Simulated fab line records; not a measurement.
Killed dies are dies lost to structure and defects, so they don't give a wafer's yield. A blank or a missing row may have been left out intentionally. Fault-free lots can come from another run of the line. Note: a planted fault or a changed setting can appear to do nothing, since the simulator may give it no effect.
fab line records / flow gf180mcu
[record] lots = 7 wafers = 18 lastDay = 34
route steps=602 shown POLY_GATE@158
lots that met no fault: taken from a fault-free run of the same line
startH: hours from the record's opening day to when the first of the lot's shown wafers began / waitH: hours from the lot's prior step to this one / " as in the row above / L1.1+2: a row that stands for several wafers / - no value present, or no start provided / * or withheld: withheld / < > ~ a bound
route shown NAME@n: NAME is a module with steps in the file, n the number in the route of the first one / usual: average and standard deviation across the fault-free wafers / same: alike in all rows / chamber/n: place in a boat / sites: per-site readings / _std_site: how widely they spread, as a standard deviation / _edge_site: inner sites' mean taken away from outer sites' mean / radiusMm: how far each site lies from the wafer's centre / mask NAME#n: copy n / behind: the most recent tool/chamber to have shaped the wafer / hold: why the lot went on hold/how many hours it stayed there/how the hold came to an end / device: names the non-switching transistor (n, p or np) / end of line: the same wafers' tests at the end of the route / a step without rows: its recipe alone / killed: at the first sort, the dies lost to defects and structure; wafer yield is something else / map: shows each die of a wafer: x if killed, . if not, _ if none is there
set.NAME: the setting as run; set.NAME@STEP: as run at that earlier step / model.NAME: the simulator's own value behind a step, which no gauge read
lots at some steps of the route; a table a step, a row a wafer
services: the hour from which a tool's chamber was out of use, counted from the record's first day as startH (under 0 if before that day), plus the number of hours and why
[[steps]]
[step GF_POLY_GATE_THK_MEAS_01]
[recipe] reads = poly-Si_of_POLY_GATE_CVD_00
[usual] POLY_GATE_CVD_00_THK = 199.7/1.9
lot.wafer=L281.2 tool=filmMetro-02 chamber=- startH=190.18 waitH=0.0 POLY_GATE_CVD_00_THK[nm]=199.0
lot.wafer=L281.5 tool=filmMetro-02 chamber=- startH=190.18 waitH=0.0 POLY_GATE_CVD_00_THK[nm]=198.9
lot.wafer=L281.6 tool=filmMetro-02 chamber=- startH=190.18 waitH=0.0 POLY_GATE_CVD_00_THK[nm]=198.3
lot.wafer=L285.2 tool=filmMetro-04 chamber=- startH=219.53 waitH=0.0 POLY_GATE_CVD_00_THK[nm]=199.3
lot.wafer=L285.3 tool=filmMetro-04 chamber=- startH=219.53 waitH=0.0 POLY_GATE_CVD_00_THK[nm]=200.3
lot.wafer=L285.4 tool=filmMetro-04 chamber=- startH=219.53 waitH=0.0 POLY_GATE_CVD_00_THK[nm]=201.4
lot.wafer=L292.1 tool=filmMetro-03 chamber=- startH=268.37 waitH=0.0 POLY_GATE_CVD_00_THK[nm]=201.1
lot.wafer=L292.2 tool=filmMetro-03 chamber=- startH=268.37 waitH=0.0 POLY_GATE_CVD_00_THK[nm]=197.4
lot.wafer=L293.1 tool=filmMetro-02 chamber=- startH=273.02 waitH=0.0 POLY_GATE_CVD_00_THK[nm]=198.9
lot.wafer=L293.3 tool=filmMetro-02 chamber=- startH=273.02 waitH=0.0 POLY_GATE_CVD_00_THK[nm]=199.8
lot.wafer=L294.1 tool=filmMetro-03 chamber=- startH=287.11 waitH=0.0 POLY_GATE_CVD_00_THK[nm]=199.9
lot.wafer=L294.2 tool=filmMetro-03 chamber=- startH=287.11 waitH=0.0 POLY_GATE_CVD_00_THK[nm]=199.2
lot.wafer=L297.3 tool=filmMetro-04 chamber=- startH=306.99 waitH=0.0 POLY_GATE_CVD_00_THK[nm]=201.0
lot.wafer=L297.4 tool=filmMetro-04 chamber=- startH=306.99 waitH=0.0 POLY_GATE_CVD_00_THK[nm]=202.5
lot.wafer=L297.5 tool=filmMetro-04 chamber=- startH=306.99 waitH=0.0 POLY_GATE_CVD_00_THK[nm]=202.0
lot.wafer=L300.1 tool=filmMetro-04 chamber=- startH=330.60 waitH=0.0 POLY_GATE_CVD_00_THK[nm]=198.6
lot.wafer=L300.2 tool=filmMetro-04 chamber=- startH=330.60 waitH=0.0 POLY_GATE_CVD_00_THK[nm]=198.4
lot.wafer=L300.6 tool=filmMetro-04 chamber=- startH=330.60 waitH=0.0 POLY_GATE_CVD_00_THK[nm]=199.6
[step GF_POLY_GATE_DEHYDRATE_02]
[recipe] tempC = 200 timeS = 60
[step GF_POLY_GATE_HMDS_03]
[recipe] primeTimeS = 60 primeTempC = 120
[step GF_POLY_GATE_COAT_04]
[recipe] resist = BARC tempC = withheld timeS = withheld spinRpm = withheld resistThkNm = withheld
[step GF_POLY_GATE_COAT_05]
[recipe] resist = KrF spinRpm = withheld resistThkNm = 700
[step GF_POLY_GATE_SOFTBAKE_06]
[recipe] tempC = 130 timeS = 60 resist = KrF
[step GF_POLY_GATE_EXPOSE_07]
[recipe] maskId = Poly2 targetCdNm = 280 na = 0.68 sourceShape = conventional sigmaOuter = 0.6 doseMj = 28
[step GF_POLY_GATE_PEB_08]
[recipe] pebTempC = 135 pebTimeS = 90 resist = KrF
[step GF_POLY_GATE_DEVELOP_09]
[recipe] developTimeS = 60 resist = KrF devTempC = 21
[step GF_POLY_GATE_CD_MEAS_10]
[recipe] targetCdNm = 280
[usual] cdNm = 279.6/1.1
lot.wafer=L281.2 tool=cdSem-02 chamber=- startH=207.26 waitH=0.1 cdNm=279.2
lot.wafer=L281.5 tool=cdSem-02 chamber=- startH=207.26 waitH=0.1 cdNm=278.8
lot.wafer=L281.6 tool=cdSem-02 chamber=- startH=207.26 waitH=0.1 cdNm=279.9
lot.wafer=L285.2 tool=cdSem-01 chamber=- startH=236.87 waitH=0.1 cdNm=277.6
lot.wafer=L285.3 tool=cdSem-01 chamber=- startH=236.87 waitH=0.1 cdNm=279.1
lot.wafer=L285.4 tool=cdSem-01 chamber=- startH=236.87 waitH=0.1 cdNm=278.4
lot.wafer=L292.1 tool=cdSem-02 chamber=- startH=288.20 waitH=0.1 cdNm=278.9
lot.wafer=L292.2 tool=cdSem-02 chamber=- startH=288.20 waitH=0.1 cdNm=279.9
lot.wafer=L293.1 tool=cdSem-01 chamber=- startH=291.80 waitH=0.1 cdNm=280.4
lot.wafer=L293.3 tool=cdSem-01 chamber=- startH=291.80 waitH=0.1 cdNm=279.9
lot.wafer=L294.1 tool=cdSem-02 chamber=- startH=307.02 waitH=0.1 cdNm=279.6
lot.wafer=L294.2 tool=cdSem-02 chamber=- startH=307.02 waitH=0.1 cdNm=279.4
lot.wafer=L297.3 tool=cdSem-01 chamber=- startH=327.08 waitH=0.1 cdNm=279.4
lot.wafer=L297.4 tool=cdSem-01 chamber=- startH=327.08 waitH=0.1 cdNm=279.1
lot.wafer=L297.5 tool=cdSem-01 chamber=- startH=327.08 waitH=0.1 cdNm=277.7
lot.wafer=L300.1 tool=cdSem-01 chamber=- startH=352.74 waitH=0.1 cdNm=279.6
lot.wafer=L300.2 tool=cdSem-01 chamber=- startH=352.74 waitH=0.1 cdNm=279.6
lot.wafer=L300.6 tool=cdSem-01 chamber=- startH=352.74 waitH=0.1 cdNm=280.2
[step GF_POLY_GATE_OVL_MEAS_11]
[usual] POLY_GATE_OVL = -3/6.6
lot.wafer=L281.2 tool=overlay-02 chamber=- startH=207.37 waitH=0.1 POLY_GATE_OVL[nm]=0
lot.wafer=L281.5 tool=overlay-02 chamber=- startH=207.37 waitH=0.1 POLY_GATE_OVL[nm]=1
lot.wafer=L281.6 tool=overlay-02 chamber=- startH=207.37 waitH=0.1 POLY_GATE_OVL[nm]=4
lot.wafer=L285.2 tool=overlay-01 chamber=- startH=236.97 waitH=0.1 POLY_GATE_OVL[nm]=0
lot.wafer=L285.3 tool=overlay-01 chamber=- startH=236.97 waitH=0.1 POLY_GATE_OVL[nm]=3
lot.wafer=L285.4 tool=overlay-01 chamber=- startH=236.97 waitH=0.1 POLY_GATE_OVL[nm]=1
lot.wafer=L292.1 tool=overlay-01 chamber=- startH=288.32 waitH=0.1 POLY_GATE_OVL[nm]=-2
lot.wafer=L292.2 tool=overlay-01 chamber=- startH=288.32 waitH=0.1 POLY_GATE_OVL[nm]=-12
lot.wafer=L293.1 tool=overlay-01 chamber=- startH=291.92 waitH=0.1 POLY_GATE_OVL[nm]=2
lot.wafer=L293.3 tool=overlay-01 chamber=- startH=291.92 waitH=0.1 POLY_GATE_OVL[nm]=2
lot.wafer=L294.1 tool=overlay-01 chamber=- startH=307.14 waitH=0.1 POLY_GATE_OVL[nm]=0
lot.wafer=L294.2 tool=overlay-01 chamber=- startH=307.14 waitH=0.1 POLY_GATE_OVL[nm]=-4
lot.wafer=L297.3 tool=overlay-01 chamber=- startH=327.18 waitH=0.1 POLY_GATE_OVL[nm]=-1
lot.wafer=L297.4 tool=overlay-01 chamber=- startH=327.18 waitH=0.1 POLY_GATE_OVL[nm]=3
lot.wafer=L297.5 tool=overlay-01 chamber=- startH=327.18 waitH=0.1 POLY_GATE_OVL[nm]=3
lot.wafer=L300.1 tool=overlay-01 chamber=- startH=352.86 waitH=0.1 POLY_GATE_OVL[nm]=-5
lot.wafer=L300.2 tool=overlay-01 chamber=- startH=352.86 waitH=0.1 POLY_GATE_OVL[nm]=1
lot.wafer=L300.6 tool=overlay-01 chamber=- startH=352.86 waitH=0.1 POLY_GATE_OVL[nm]=2
[step GF_POLY_GATE_ETCH_12]
[recipe] chemistry = N2/H2 targetDepthA = withheld overetchA = withheld timeS = withheld target = BARC ionEnergyEv = 200 sourceW = 500 biasW = 100 pressureMtorr = 30 n2FlowSccm = 100 h2FlowSccm = 200
[usual] drypumpMotorCurrentA = 5.7/0.32 oesProductAu = 0.735/0.0045 rfFwdPowerW = 495.1/1.9 throttleValvePct = 13.215/0.0086
lot.wafer=L281.2 tool=rieDiel-01 chamber=1 startH=207.40 waitH=0.0 drypumpMotorCurrentA=5.5 oesProductAu=0.738 rfFwdPowerW=493.9 throttleValvePct=13.213
lot.wafer=L281.5 tool=rieDiel-01 chamber=0 startH=207.40 waitH=0.0 drypumpMotorCurrentA=5.8 oesProductAu=0.728 rfFwdPowerW=494.7 throttleValvePct=13.216
lot.wafer=L281.6 tool=rieDiel-01 chamber=1 startH=207.40 waitH=0.0 drypumpMotorCurrentA=5.5 oesProductAu=0.739 rfFwdPowerW=494.8 throttleValvePct=13.214
lot.wafer=L285.2 tool=rieDiel-01 chamber=3 startH=237.00 waitH=0.0 drypumpMotorCurrentA=5.5 oesProductAu=0.739 rfFwdPowerW=493.4 throttleValvePct=13.224
lot.wafer=L285.3 tool=rieDiel-01 chamber=2 startH=237.00 waitH=0.0 drypumpMotorCurrentA=5.8 oesProductAu=0.731 rfFwdPowerW=494.9 throttleValvePct=13.219
lot.wafer=L285.4 tool=rieDiel-01 chamber=0 startH=237.00 waitH=0.0 drypumpMotorCurrentA=5.8 oesProductAu=0.734 rfFwdPowerW=494.2 throttleValvePct=13.216
lot.wafer=L292.1 tool=rieDiel-04 chamber=3 startH=288.35 waitH=0.0 drypumpMotorCurrentA=5.8 oesProductAu=0.735 rfFwdPowerW=499.4 throttleValvePct=13.202
lot.wafer=L292.2 tool=rieDiel-04 chamber=2 startH=288.35 waitH=0.0 drypumpMotorCurrentA=5.5 oesProductAu=0.736 rfFwdPowerW=492.5 throttleValvePct=13.219
lot.wafer=L293.1 tool=rieDiel-01 chamber=3 startH=291.95 waitH=0.0 drypumpMotorCurrentA=5.4 oesProductAu=0.736 rfFwdPowerW=493.8 throttleValvePct=13.213
lot.wafer=L293.3 tool=rieDiel-01 chamber=1 startH=291.95 waitH=0.0 drypumpMotorCurrentA=5.5 oesProductAu=0.735 rfFwdPowerW=495.7 throttleValvePct=13.203
lot.wafer=L294.1 tool=rieDiel-01 chamber=0 startH=307.18 waitH=0.0 drypumpMotorCurrentA=5.8 oesProductAu=0.733 rfFwdPowerW=492.2 throttleValvePct=13.203
lot.wafer=L294.2 tool=rieDiel-01 chamber=2 startH=307.18 waitH=0.0 drypumpMotorCurrentA=5.8 oesProductAu=0.728 rfFwdPowerW=491.0 throttleValvePct=13.215
lot.wafer=L297.3 tool=rieDiel-03 chamber=3 startH=327.20 waitH=0.0 drypumpMotorCurrentA=5.5 oesProductAu=0.745 rfFwdPowerW=498.1 throttleValvePct=13.219
lot.wafer=L297.4 tool=rieDiel-03 chamber=0 startH=327.20 waitH=0.0 drypumpMotorCurrentA=6.3 oesProductAu=0.731 rfFwdPowerW=495.6 throttleValvePct=13.214
lot.wafer=L297.5 tool=rieDiel-03 chamber=0 startH=327.20 waitH=0.0 drypumpMotorCurrentA=6.3 oesProductAu=0.723 rfFwdPowerW=493.6 throttleValvePct=13.222
lot.wafer=L300.1 tool=rieDiel-01 chamber=1 startH=352.90 waitH=0.0 drypumpMotorCurrentA=5.5 oesProductAu=0.733 rfFwdPowerW=496.0 throttleValvePct=13.205
lot.wafer=L300.2 tool=rieDiel-01 chamber=2 startH=352.90 waitH=0.0 drypumpMotorCurrentA=5.8 oesProductAu=0.736 rfFwdPowerW=494.6 throttleValvePct=13.222
lot.wafer=L300.6 tool=rieDiel-01 chamber=2 startH=352.90 waitH=0.0 drypumpMotorCurrentA=5.8 oesProductAu=0.728 rfFwdPowerW=493.3 throttleValvePct=13.217
[step GF_POLY_GATE_ETCH_13]
[recipe] target = poly-Si targetDepthNm = 198.5 stopOn = SiO2 overEtchFrac = 0.403 chemistry = HBr/Cl2 icpW = 400 biasW = 100 pressureMtorr = 10 HBr_flow_sccm = 150 Cl2_flow_sccm = 50 timeS = 69.6
[usual] drypumpMotorCurrentA = 5.7/0.31 oesProductAu = 0.990/0.0062 overEtchFrac = 0.403/0 rfFwdPowerW = 396.1/1.6 throttleValvePct = 33.684/0.0091
lot.wafer=L281.2 tool=rieSi-01 chamber=3 startH=207.45 waitH=- drypumpMotorCurrentA=5.7 oesProductAu=0.992 overEtchFrac=0.403 rfFwdPowerW=393.5 rfHoursCounterH=1 throttleValvePct=33.671 model.etch.depthNm=199 model.POLY_GATE.featureDepthNm=199
lot.wafer=L281.5 tool=rieSi-01 chamber=0 startH=207.45 waitH=- drypumpMotorCurrentA=5.1 oesProductAu=0.995 overEtchFrac=0.403 rfFwdPowerW=392.8 rfHoursCounterH=- throttleValvePct=33.702 model.etch.depthNm=198.8 model.POLY_GATE.featureDepthNm=198.8
lot.wafer=L281.6 tool=rieSi-01 chamber=3 startH=207.45 waitH=- drypumpMotorCurrentA=5.6 oesProductAu=0.986 overEtchFrac=0.403 rfFwdPowerW=394.9 rfHoursCounterH=- throttleValvePct=33.687 model.etch.depthNm=198.2 model.POLY_GATE.featureDepthNm=198.2
lot.wafer=L285.2 tool=rieSi-02 chamber=0 startH=237.05 waitH=- drypumpMotorCurrentA=5.8 oesProductAu=0.993 overEtchFrac=0.403 rfFwdPowerW=397.0 rfHoursCounterH=103 throttleValvePct=33.673 model.etch.depthNm=199.3 model.POLY_GATE.featureDepthNm=199.3
lot.wafer=L285.3 tool=rieSi-02 chamber=3 startH=237.05 waitH=- drypumpMotorCurrentA=5.3 oesProductAu=0.983 overEtchFrac=0.403 rfFwdPowerW=396.5 rfHoursCounterH=60 throttleValvePct=33.685 model.etch.depthNm=196.4 model.POLY_GATE.featureDepthNm=196.4
lot.wafer=L285.4 tool=rieSi-02 chamber=1 startH=237.05 waitH=- drypumpMotorCurrentA=5.9 oesProductAu=0.995 overEtchFrac=0.403 rfFwdPowerW=398.8 rfHoursCounterH=1 throttleValvePct=33.680 model.etch.depthNm=196.2 model.POLY_GATE.featureDepthNm=196.2
lot.wafer=L292.1 tool=rieSi-01 chamber=1 startH=288.40 waitH=- drypumpMotorCurrentA=6.1 oesProductAu=0.994 overEtchFrac=0.403 rfFwdPowerW=395.4 rfHoursCounterH=38 throttleValvePct=33.690 model.etch.depthNm=198.1 model.POLY_GATE.featureDepthNm=198.1
lot.wafer=L292.2 tool=rieSi-01 chamber=3 startH=288.40 waitH=- drypumpMotorCurrentA=5.6 oesProductAu=1.004 overEtchFrac=0.3648 rfFwdPowerW=394.5 rfHoursCounterH=2 throttleValvePct=33.690 model.etch.depthNm=196 model.POLY_GATE.featureDepthNm=196
lot.wafer=L293.1 tool=rieSi-01 chamber=0 startH=292.00 waitH=- drypumpMotorCurrentA=5.1 oesProductAu=0.995 overEtchFrac=0.403 rfFwdPowerW=396.0 rfHoursCounterH=80 throttleValvePct=33.681 model.etch.depthNm=198.8 model.POLY_GATE.featureDepthNm=198.8
lot.wafer=L293.3 tool=rieSi-01 chamber=1 startH=292.00 waitH=- drypumpMotorCurrentA=6.1 oesProductAu=0.995 overEtchFrac=0.3648 rfFwdPowerW=396.6 rfHoursCounterH=38 throttleValvePct=33.677 model.etch.depthNm=192.2 model.POLY_GATE.featureDepthNm=192.2
lot.wafer=L294.1 tool=rieSi-01 chamber=3 startH=307.23 waitH=- drypumpMotorCurrentA=5.6 oesProductAu=0.992 overEtchFrac=0.403 rfFwdPowerW=393.8 rfHoursCounterH=2 throttleValvePct=33.684 model.etch.depthNm=199.8 model.POLY_GATE.featureDepthNm=199.8
lot.wafer=L294.2 tool=rieSi-01 chamber=2 startH=307.23 waitH=- drypumpMotorCurrentA=5.9 oesProductAu=0.997 overEtchFrac=0.3648 rfFwdPowerW=395.8 rfHoursCounterH=16 throttleValvePct=33.680 model.etch.depthNm=196.2 model.POLY_GATE.featureDepthNm=196.2
lot.wafer=L297.3 tool=rieSi-02 chamber=1 startH=327.25 waitH=- drypumpMotorCurrentA=5.9 oesProductAu=0.985 overEtchFrac=0.403 rfFwdPowerW=397.1 rfHoursCounterH=2 throttleValvePct=33.683 model.etch.depthNm=197.1 model.POLY_GATE.featureDepthNm=197.1
lot.wafer=L297.4 tool=rieSi-02 chamber=2 startH=327.25 waitH=- drypumpMotorCurrentA=5.6 oesProductAu=0.989 overEtchFrac=0.403 rfFwdPowerW=397.8 rfHoursCounterH=4 throttleValvePct=33.688 model.etch.depthNm=197.3 model.POLY_GATE.featureDepthNm=197.3
lot.wafer=L297.5 tool=rieSi-02 chamber=1 startH=327.25 waitH=- drypumpMotorCurrentA=5.9 oesProductAu=0.986 overEtchFrac=0.403 rfFwdPowerW=397.2 rfHoursCounterH=- throttleValvePct=33.694 model.etch.depthNm=196.1 model.POLY_GATE.featureDepthNm=196.1
lot.wafer=L300.1 tool=rieSi-02 chamber=3 startH=352.95 waitH=- drypumpMotorCurrentA=5.3 oesProductAu=0.996 overEtchFrac=0.403 rfFwdPowerW=397.2 rfHoursCounterH=61 throttleValvePct=33.686 model.etch.depthNm=198 model.POLY_GATE.featureDepthNm=198
lot.wafer=L300.2 tool=rieSi-02 chamber=2 startH=352.95 waitH=- drypumpMotorCurrentA=5.6 oesProductAu=0.985 overEtchFrac=0.403 rfFwdPowerW=396.4 rfHoursCounterH=5 throttleValvePct=33.695 model.etch.depthNm=197.5 model.POLY_GATE.featureDepthNm=197.5
lot.wafer=L300.6 tool=rieSi-02 chamber=1 startH=352.95 waitH=- drypumpMotorCurrentA=5.9 oesProductAu=0.985 overEtchFrac=0.403 rfFwdPowerW=397.4 rfHoursCounterH=- throttleValvePct=33.702 model.etch.depthNm=198.2 model.POLY_GATE.featureDepthNm=198.2
[step GF_POLY_GATE_STRIP_14]
[recipe] chemistry = O2/N2 powerW = 1400 pressureMtorr = 1500 platenTempC = 250 o2FlowSccm = 3000 n2FlowSccm = 300 overashFraction = 0.5
[usual] drypumpMotorCurrentA = 5.6/0.59 heaterPowerW = 315/22 oesProductAu = 0.504/0.0049
lot.wafer=L281.2 tool=plasmaAsher-02 chamber=1 startH=207.50 waitH=0.0 drypumpMotorCurrentA=5.0 heaterPowerW=346 oesProductAu=0.502 rfHoursCounterH=6
lot.wafer=L281.5 tool=plasmaAsher-02 chamber=1 startH=207.50 waitH=0.0 drypumpMotorCurrentA=5.0 heaterPowerW=335 oesProductAu=0.511 rfHoursCounterH=-
lot.wafer=L281.6 tool=plasmaAsher-02 chamber=0 startH=207.50 waitH=0.0 drypumpMotorCurrentA=5.3 heaterPowerW=317 oesProductAu=0.500 rfHoursCounterH=-
lot.wafer=L285.2 tool=plasmaAsher-04 chamber=1 startH=237.11 waitH=0.0 drypumpMotorCurrentA=5.1 heaterPowerW=318 oesProductAu=0.512 rfHoursCounterH=45
lot.wafer=L285.3 tool=plasmaAsher-04 chamber=0 startH=237.11 waitH=0.0 drypumpMotorCurrentA=5.9 heaterPowerW=268 oesProductAu=0.504 rfHoursCounterH=-
lot.wafer=L285.4 tool=plasmaAsher-04 chamber=1 startH=237.11 waitH=0.0 drypumpMotorCurrentA=5.1 heaterPowerW=312 oesProductAu=0.507 rfHoursCounterH=-
lot.wafer=L292.1 tool=plasmaAsher-04 chamber=0 startH=288.46 waitH=0.0 drypumpMotorCurrentA=5.9 heaterPowerW=274 oesProductAu=0.505 rfHoursCounterH=51
lot.wafer=L292.2 tool=plasmaAsher-04 chamber=1 startH=288.46 waitH=0.0 drypumpMotorCurrentA=5.1 heaterPowerW=319 oesProductAu=0.511 rfHoursCounterH=51
lot.wafer=L293.1 tool=plasmaAsher-02 chamber=0 startH=292.06 waitH=0.0 drypumpMotorCurrentA=5.3 heaterPowerW=321 oesProductAu=0.513 rfHoursCounterH=12
lot.wafer=L293.3 tool=plasmaAsher-02 chamber=1 startH=292.06 waitH=0.0 drypumpMotorCurrentA=5.0 heaterPowerW=336 oesProductAu=0.504 rfHoursCounterH=-
lot.wafer=L294.1 tool=plasmaAsher-04 chamber=0 startH=307.29 waitH=0.0 drypumpMotorCurrentA=5.9 heaterPowerW=277 oesProductAu=0.500 rfHoursCounterH=53
lot.wafer=L294.2 tool=plasmaAsher-04 chamber=1 startH=307.29 waitH=0.0 drypumpMotorCurrentA=5.1 heaterPowerW=316 oesProductAu=0.506 rfHoursCounterH=53
lot.wafer=L297.3 tool=plasmaAsher-03 chamber=1 startH=327.34 waitH=0.1 drypumpMotorCurrentA=6.7 heaterPowerW=334 oesProductAu=0.504 rfHoursCounterH=-
lot.wafer=L297.4 tool=plasmaAsher-03 chamber=0 startH=327.34 waitH=0.1 drypumpMotorCurrentA=6.1 heaterPowerW=326 oesProductAu=0.505 rfHoursCounterH=-
lot.wafer=L297.5 tool=plasmaAsher-03 chamber=0 startH=327.34 waitH=0.1 drypumpMotorCurrentA=6.1 heaterPowerW=322 oesProductAu=0.509 rfHoursCounterH=-
lot.wafer=L300.1 tool=plasmaAsher-02 chamber=0 startH=353.01 waitH=0.0 drypumpMotorCurrentA=5.3 heaterPowerW=320 oesProductAu=0.507 rfHoursCounterH=19
lot.wafer=L300.2 tool=plasmaAsher-02 chamber=1 startH=353.01 waitH=0.0 drypumpMotorCurrentA=5.0 heaterPowerW=335 oesProductAu=0.515 rfHoursCounterH=19
lot.wafer=L300.6 tool=plasmaAsher-02 chamber=0 startH=353.01 waitH=0.0 drypumpMotorCurrentA=5.3 heaterPowerW=309 oesProductAu=0.508 rfHoursCounterH=-
[[services]]
tool=rieDiel-03 chamber=2 startH=187.82 hours=- kind=clean
tool=rieDiel-03 chamber=2 startH=187.82 hours=26.5 kind=scheduledDown
tool=rieDiel-03 chamber=2 startH=187.82 hours=26.5 kind=ventCycle
tool=rieDiel-01 chamber=1 startH=188.25 hours=5.6 kind=repair
tool=rieDiel-03 chamber=3 startH=196.56 hours=15.6 kind=repair
tool=rieDiel-01 chamber=3 startH=200.93 hours=- kind=clean
tool=rieDiel-01 chamber=3 startH=200.93 hours=19.3 kind=scheduledDown
tool=rieDiel-01 chamber=3 startH=200.93 hours=19.3 kind=ventCycle
tool=rieDiel-01 chamber=1 startH=208.43 hours=8.8 kind=repair
tool=rieDiel-01 chamber=0 startH=210.42 hours=1.4 kind=repair
tool=rieSi-01 chamber=- startH=212.35 hours=2.8 kind=pm
tool=rieSi-01 chamber=1 startH=237.12 hours=7.0 kind=repair
tool=rieDiel-03 chamber=3 startH=241.19 hours=8.5 kind=repair
tool=rieDiel-01 chamber=1 startH=243.41 hours=3.1 kind=repair
tool=rieDiel-01 chamber=- startH=246.25 hours=0.6 kind=repair
tool=plasmaAsher-02 chamber=- startH=269.20 hours=20.8 kind=repair
tool=rieDiel-03 chamber=0 startH=272.58 hours=4.8 kind=repair
tool=rieSi-02 chamber=0 startH=289.56 hours=- kind=clean
tool=rieSi-02 chamber=0 startH=289.56 hours=18.8 kind=scheduledDown
tool=rieSi-02 chamber=0 startH=289.56 hours=18.8 kind=ventCycle
tool=rieDiel-01 chamber=3 startH=306.37 hours=3.8 kind=repair
tool=rieSi-01 chamber=- startH=351.00 hours=0.7 kind=repair
[[key]]
[firstSign] step = GF_POLY_GATE_ETCH_13 reading = overEtchFrac direction = down sigmas = 99+ usual = 0.403 struck = 0.3648
effect none on later readings
[modelEffect] step = GF_POLY_GATE_ETCH_13 value = etch.depthNm without = 198.1 struck = 194.8
metAt GF_POLY_GATE_ETCH_13
struckWafers L292.2,L293.3,L294.2
sortLeftOut L292.2
testerLeftOut L292,L293,L294
onsetBetween 207.45 288.40
[fault] kind = processParameterDrift tool = rieSi-01 chamber = - onsetH = 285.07 steps = GF_POLY_GATE_ETCH_13 channel = overEtchFrac offset = -0.0382 shape = step endH = 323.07 scope = struckWafersOnly stated = 0.403
// testerLeftOut: of these lots the tester's yield and bins aren't shown, on N5 and GAA mostly nor the transistor test; their killed dies are dies lost to structure and defects alone, not to doping, threshold or leakage, so they don't give the yield
// sortLeftOut: the simulated sort isn't trusted on such a fault, so these wafers' sort isn't shown, and their yield isn't known
